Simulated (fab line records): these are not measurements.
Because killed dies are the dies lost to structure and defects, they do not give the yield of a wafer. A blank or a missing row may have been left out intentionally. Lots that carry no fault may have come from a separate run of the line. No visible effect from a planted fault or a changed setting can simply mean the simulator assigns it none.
Matching of chambers ; flow gf180mcu ; rie diel-03 running GF_CONTACT_ETCH_16: 4 sister chambers
The step etches BARC in N2/H2. 22 wafers are shown with their chamber, then 11 later ones without.

== WAFERS, EACH WITH ITS CHAMBER ==
wafer;chamber;throttle valve pct (%);oes product au (a.u.)
L078.2;1;13.234;0.857
L078.3;0;13.229;0.859
L078.6;2;13.226;0.854
L080.2;1;13.228;0.862
L080.3;0;13.235;0.852
L080.5;1;13.210;0.853
L082.3;2;13.209;0.851
L082.4;0;13.223;0.849
L082.5;2;13.238;0.862
L085.1;0;13.229;0.847
L085.2;1;13.219;0.854
L085.6;3;13.227;0.858
L088.1;2;13.249;0.860
L088.4;3;13.229;0.842
L088.6;0;13.224;0.854
L089.2;0;13.231;0.865
L089.3;2;13.230;0.857
L089.4;2;13.224;0.855
L090.1;1;13.210;0.852
L090.3;3;13.228;0.848
L090.4;0;13.220;0.852
L093.1;1;13.216;0.850

SIGNATURES (means of the wafers above)
reading;chamber 0;chamber 1;chamber 2;chamber 3;scatter within a chamber
throttle valve pct;13.22729;13.21950;13.22933;13.22800;0.00929
oes product au;0.85400;0.85467;0.85650;0.84933;0.00543
Rule: for a wafer and a chamber, the distance is found by dividing, reading by reading, the gap between the wafer's reading and the chamber's mean by the reading's scatter, squaring, summing and taking the root. The wafer belongs to the nearest chamber; if the next one is less than 2 further off, it can't be placed. The scatter: take each reading less its chamber's mean, square it, sum over the shown wafers, divide by the number of wafers less the number of chambers, and take the root.

== WAFERS WHOSE CHAMBER IS MISSING ==
wafer;throttle valve pct (%);oes product au (a.u.)
L093.2;13.234;0.860
L093.3;13.237;0.850
L093.4;13.231;0.845
L093.5;13.206;0.860
L093.6;13.238;0.849
L095.1;13.222;0.853
L095.2;13.243;0.850
L095.3;13.223;0.854
L095.4;13.233;0.852
L095.5;13.219;0.853
L095.6;13.228;0.851

== WHICH CHAMBER EACH ONE RAN IN ==
wafer;from the rows above;in truth
L093.2;can't be placed: 2 or 0 or 1 or 3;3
L093.3;can't be placed: 3 or 0 or 2 or 1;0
L093.4;can't be placed: 3 or 0 or 2 or 1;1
L093.5;can't be placed: 1 or 0 or 2 or 3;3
L093.6;can't be placed: 3 or 0 or 2 or 1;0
L095.1;can't be placed: 1 or 0 or 3 or 2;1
L095.2;can't be placed: 3 or 0 or 2 or 1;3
L095.3;can't be placed: 1 or 0 or 2 or 3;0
L095.4;can't be placed: 0 or 3 or 2 or 1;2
L095.5;can't be placed: 1 or 0 or 3 or 2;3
L095.6;can't be placed: 3 or 0 or 2 or 1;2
Placed correctly: 0 of 11. From these rows, 11 cannot be placed; in 11 the true chamber is one of the candidates. Wrongly placed: 0.
